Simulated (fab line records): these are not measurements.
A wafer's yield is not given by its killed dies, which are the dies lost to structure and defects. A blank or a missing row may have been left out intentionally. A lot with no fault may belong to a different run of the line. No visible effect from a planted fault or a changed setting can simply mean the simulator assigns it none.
8D (eight disciplines) problem report, filled in by code / flow gf180mcu / the parts of the form that need people (team, actions taken, sign-off) are left out

1. PROBLEM STATEMENT
At GF_V4_SOFTBAKE_10, run_length_s averages 92.12 s over 4 wafers from 3 lots, while fault-free wafers read 89.19 s, standard deviation 0.19. That puts it +15 standard deviations away from the usual mean.
The step: time 60 s.
The first sign was on wafer L581.6 at day 27 04:00, on litho_track-03. Wafers with a number at this step in the record: 36, from 13 lots. The rule behind "out" and "out of limits": a value lying over 4 standard deviations away from the usual mean. All remaining wafers that have a number are taken as sound.

2. WHAT IT IS AND WHAT IT IS NOT
question=which readings at this step | is=run_length_s | is not=chill_plate_temp_C
question=which lots | is=L581, L582, L583 | is not=L572, L573, L574, L575, L576, L588, L590, L593, L594, L595
question=which wafers of those lots | is=L581.6, L582.2, L583.2, L583.6 | is not=L581.5, L582.4
question=read on which tools | is=litho_track-03 | is not=litho_track-01, litho_track-04
question=when | is=from day 27 04:00 | is not=up to then (16 sound wafers); but 16 sound wafers of L582, L588, L590, L593, L594, L595 came after

3. WHAT RULES OUT EACH SUSPECT
Counting: if a tool at a process step up to the reading ran every lot that is out, it stays a suspect. Sound lots after the first of them don't rule it out here, since some wafers of a struck lot are sound.
- litho_track-03 at GF_V4_SOFTBAKE_10 (time 60 s): kept. Ran every lot that is out, first one L581 (day 27 03:00); last sound lot up to then L575 (day 24 18:00). Out on those wafers are its own readings of run_length_s.
Left after counting: litho_track-03 at GF_V4_SOFTBAKE_10.

4. THE CAUSE (what the simulator had put in)
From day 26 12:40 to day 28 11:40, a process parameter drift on litho_track-03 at GF_V4_SOFTBAKE_10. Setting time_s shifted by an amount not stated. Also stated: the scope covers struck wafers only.
After counting, this tool was the only one left.

5. THE CHAIN OF EFFECTS, in route order
Each row: a reading where the mean over the struck wafers with a number is more than 3 standard deviations away from the usual. Readings are gone through only where the record gives a usual standard deviation; hours: the median, over the lots, of the time from a lot's start at the first step in this table giving one to that lot's start at this step; sigmas: the change measured in usual standard deviations.
hours=0; step=GF_V4_SOFTBAKE_10; reading=run_length_s; usual=89.19 s; on struck wafers=92.12; change=+2.93; sigmas=+15
Here are the process steps it includes:
- GF_V4_SOFTBAKE_10: time 60 s.
At these later measuring or inspecting steps, every struck wafer for which the step has a row has a number for every such reading, and none has moved that far: GF_V4_THK_MEAS_25.

6. WHAT WOULD HAVE CAUGHT IT SOONER
First out-of-limits reading in this record: day 27 04:00, which is 15 hours after fault onset at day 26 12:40.
